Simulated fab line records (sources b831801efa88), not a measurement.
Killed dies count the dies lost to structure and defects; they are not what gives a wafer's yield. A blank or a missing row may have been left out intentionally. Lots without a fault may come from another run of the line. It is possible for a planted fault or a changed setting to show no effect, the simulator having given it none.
Comparing a struck lot with a sound one || flow sfq-line || 42 out of 325 route steps
Sound: these wafers, L180.1, L180.4, L180.5. Struck: wafer L185.5. (L185.3 of the same lot was not struck and is left out.) The cause comes at the end.
For every step that has rows: the tool of each side, followed by ch and its chambers, followed by its first start. Under that, the readings that differ: sound wafers || struck wafers || difference of the means || sigmas: that difference in standard deviations of wafers without a fault.
alike: a reading whose means differ by less than 2 such deviations, as well as words and numbers matching on both sides. not compared: withheld readings; readings where some wafer has no value; bounds like >300 that might hide an equal value; numbers whose values overlap and for which the record gives no deviation.
A row with sigmas, a row that says differs or no value, or rows on one side alone: a step with any of these is where the two part. When numbers do not overlap yet have no deviation, they are printed without sigmas and do not part them. A reading that every wafer of one side lacks parts them only if that side has two wafers or more.

first, 6 steps without rows for these wafers: SFQ_TRILAYER_I0_VIA_LITHO_COAT_036 (resist thk 62 nm); SFQ_TRILAYER_I0_VIA_LITHO_COAT_031 (resist thk 650 nm); SFQ_TRILAYER_I0_VIA_LITHO_SOFTBAKE_035; SFQ_TRILAYER_I0_VIA_LITHO_EXPOSE_032 (exposes mask I0, target cd 500 nm); SFQ_TRILAYER_I0_VIA_LITHO_PEB_034 (peb time 60 s); SFQ_TRILAYER_I0_VIA_LITHO_DEVELOP_033 (time 60 s).
SFQ_I0_OVL_MEAS_908:
  sound on overlay-01, day 20 19:23; struck on overlay-01, day 22 23:07
  alike: I0_OVL
then, 5 steps without rows for these wafers: SFQ_TRILAYER_I0_VIA_BARC_OPEN_VIA_ETCH_046 (etches BARC in O2, target depth 125 nm, time 41.7 s); SFQ_TRILAYER_I0_VIA_ETCH_VIA_ETCH_034 (etches SiO2 in CHF3, stops on Nb, target depth 260 nm); SFQ_TRILAYER_I0_VIA_STRIP_STRIP_035 (strips in O2); SFQ_TRILAYER_I0_VIA_STRIP_SOLV_CLEAN_036 (cleans in NMP, time 600 s); SFQ_TRILAYER_M1_DEP_PRE_CLEAN_038 (time 22.5 s).
SFQ_TRILAYER_M1_DEP_SPUTTER_037: material Nb, target thk 200 nm, time 133.3 s.
  sound on pvd-sputter-03, day 20 20:23; struck on pvd-sputter-03, day 23 00:52
{"reading": "model.Nb_of_TRILAYER_M1_DEP_SPUTTER_037.thk-nm (nm)", "sound": "196.4 199.6 196.7", "struck": 179.3, "difference": -18.3, "sigmas": ""}
  alike: throttle-valve-pct
SFQ_M1_RS_MEAS_909: the measuring method here is four-point-probe.
  sound on film-metro-04, day 20 20:28; struck on film-metro-03, day 23 00:59
{"reading": "M1_NB_RS (ohm/sq)", "sound": "0.906 0.892 0.906", "struck": 0.991, "difference": "+0.090", "sigmas": "+9"}
then, 6 steps without rows for these wafers: SFQ_TRILAYER_M1_LITHO_COAT_044 (resist thk 62 nm); SFQ_TRILAYER_M1_LITHO_COAT_039 (resist thk 600 nm); SFQ_TRILAYER_M1_LITHO_SOFTBAKE_043; SFQ_TRILAYER_M1_LITHO_EXPOSE_040 (exposes mask M1, target cd 500 nm); SFQ_TRILAYER_M1_LITHO_PEB_042 (peb time 60 s); SFQ_TRILAYER_M1_LITHO_DEVELOP_041 (time 60 s).
-- the record jumps here: 6 days lie between the struck wafers' starts before and after --
SFQ_M1_OVL_MEAS_911:
  sound on overlay-01, day 27 10:26; struck on overlay-01, day 29 12:31
{"reading": "M1_OVL (nm)", "sound": "-1 2 7", "struck": -11, "difference": -14, "sigmas": -3}
then, 1 step without rows for these wafers: SFQ_TRILAYER_M1_BARC_OPEN_METAL_ETCH_054 (etches BARC in O2, target depth 125 nm, time 41.7 s).
SFQ_TRILAYER_M1_ETCH_METAL_ETCH_042: etches Nb in Cl2/Ar, stops on SiO2, target depth 240 nm, time 120 s.
  sound on rie-metal-03 ch 0, day 27 10:31; struck on rie-metal-02 ch 0, day 29 12:38
{"reading": "oes-product-au (a.u.)", "sound": "0.873 0.895 0.881", "struck": 0.842, "difference": -0.041, "sigmas": -6}
  alike: drypump-motor-current-A, rf-fwd-power-W
  not compared: rf-hours-counter-h
SFQ_TRILAYER_M1_STRIP_STRIP_043: strips in O2.
  sound on rie-metal-03 ch 0, day 27 10:39; struck on rie-metal-02 ch 0, day 29 12:56
  alike: drypump-motor-current-A, oes-product-au
  not compared: rf-hours-counter-h
then, 2 steps without rows for these wafers: SFQ_TRILAYER_M1_STRIP_SOLV_CLEAN_044 (cleans in NMP, time 600 s); SFQ_TRILAYER_I1_DEP_PECVD_045 (deposits SiO2 from SiH4/N2O, time 111.11 s, target thk 500 nm).
SFQ_TRILAYER_I1_CMP_CMP_046: polishes SiO2.
  sound on cmp-02 ch 0,1,3, day 27 18:15; struck on cmp-02 ch 3, day 29 18:46
  alike: edge-zone-pressure-frac, motor-current-A, time-to-endpoint-s
SFQ_I1_BOW_MEAS_912:
  sound on film-metro-04, day 27 20:45; struck on film-metro-04, day 29 19:48
  alike: I1_BOW
SFQ_TRILAYER_I1_METRO_MEASURE_047:
  sound on film-metro-04, day 27 20:52; struck on film-metro-04, day 29 20:17
  alike: thk-nm
then, 6 steps without rows for these wafers: SFQ_TRILAYER_I1_VIA_LITHO_COAT_054 (resist thk 62 nm); SFQ_TRILAYER_I1_VIA_LITHO_COAT_049 (resist thk 650 nm); SFQ_TRILAYER_I1_VIA_LITHO_SOFTBAKE_053; SFQ_TRILAYER_I1_VIA_LITHO_EXPOSE_050 (exposes mask I1, target cd 500 nm); SFQ_TRILAYER_I1_VIA_LITHO_PEB_052 (peb time 60 s); SFQ_TRILAYER_I1_VIA_LITHO_DEVELOP_051 (time 60 s).
-- the record jumps here: 6 days lie between the struck wafers' starts before and after --
SFQ_I1_OVL_MEAS_913:
  sound on overlay-01, day 33 19:54; struck on overlay-02, day 36 00:50
  alike: I1_OVL
SFQ_TRILAYER_I1_VIA_BARC_OPEN_VIA_ETCH_071: etches BARC in O2, target depth 125 nm, time 41.7 s.
  sound on rie-diel-04 ch 2,3, day 33 19:56; struck on rie-diel-01 ch 1, day 36 00:52
{"reading": "rf-fwd-power-W (W)", "sound": "495.2 493.9 494.8", "struck": 490.5, "difference": -4.1, "sigmas": -2}
  alike: drypump-motor-current-A, oes-product-au
  not compared: rf-hours-counter-h
SFQ_TRILAYER_I1_VIA_ETCH_VIA_ETCH_052: etches SiO2 in CHF3, stops on Nb, target depth 260 nm.
  sound on rie-diel-04 ch 2,3, day 33 19:59; struck on rie-diel-01 ch 1, day 36 00:55
  alike: drypump-motor-current-A, oes-product-au, rf-fwd-power-W
then, 3 steps without rows for these wafers: SFQ_TRILAYER_I1_VIA_STRIP_STRIP_053 (strips in O2); SFQ_TRILAYER_I1_VIA_STRIP_SOLV_CLEAN_054 (cleans in NMP, time 600 s); SFQ_TRILAYER_M2_DEP_PRE_CLEAN_056 (time 22.5 s).
-- the record jumps here: 49 days lie between the struck wafers' starts before and after --
SFQ_M8_BOW_MEAS_951:
  sound on film-metro-04, day 81 23:17; struck on film-metro-01, day 85 06:40
{"reading": "model.etest.m1.ohm-um", "sound": "1.795 1.763 1.79", "struck": 1.992, "difference": "+0.209", "sigmas": ""}
{"reading": "model.etest.i0.link-ohm", "sound": "1.968 1.955 1.971", "struck": 2.1, "difference": "+0.1", "sigmas": ""}
{"reading": "model.etest.i1.link-ohm", "sound": "1.979 1.962 1.974", "struck": 2.044, "difference": "+0.072", "sigmas": ""}
{"reading": "model.etest.m1.ohm-sq", "sound": "0.9052 0.8908 0.9043", "struck": 0.9917, "difference": "+0.0916", "sigmas": ""}
  alike: M8_BOW

## WHERE THEY PART
At SFQ_M1_RS_MEAS_909 first; at SFQ_TRILAYER_I1_VIA_BARC_OPEN_VIA_ETCH_071 last (within this record only). Later steps at which nothing parts them and some readings are alike: SFQ_TRILAYER_I1_VIA_ETCH_VIA_ETCH_052, SFQ_M8_BOW_MEAS_951.

WHY: what the simulator had put in
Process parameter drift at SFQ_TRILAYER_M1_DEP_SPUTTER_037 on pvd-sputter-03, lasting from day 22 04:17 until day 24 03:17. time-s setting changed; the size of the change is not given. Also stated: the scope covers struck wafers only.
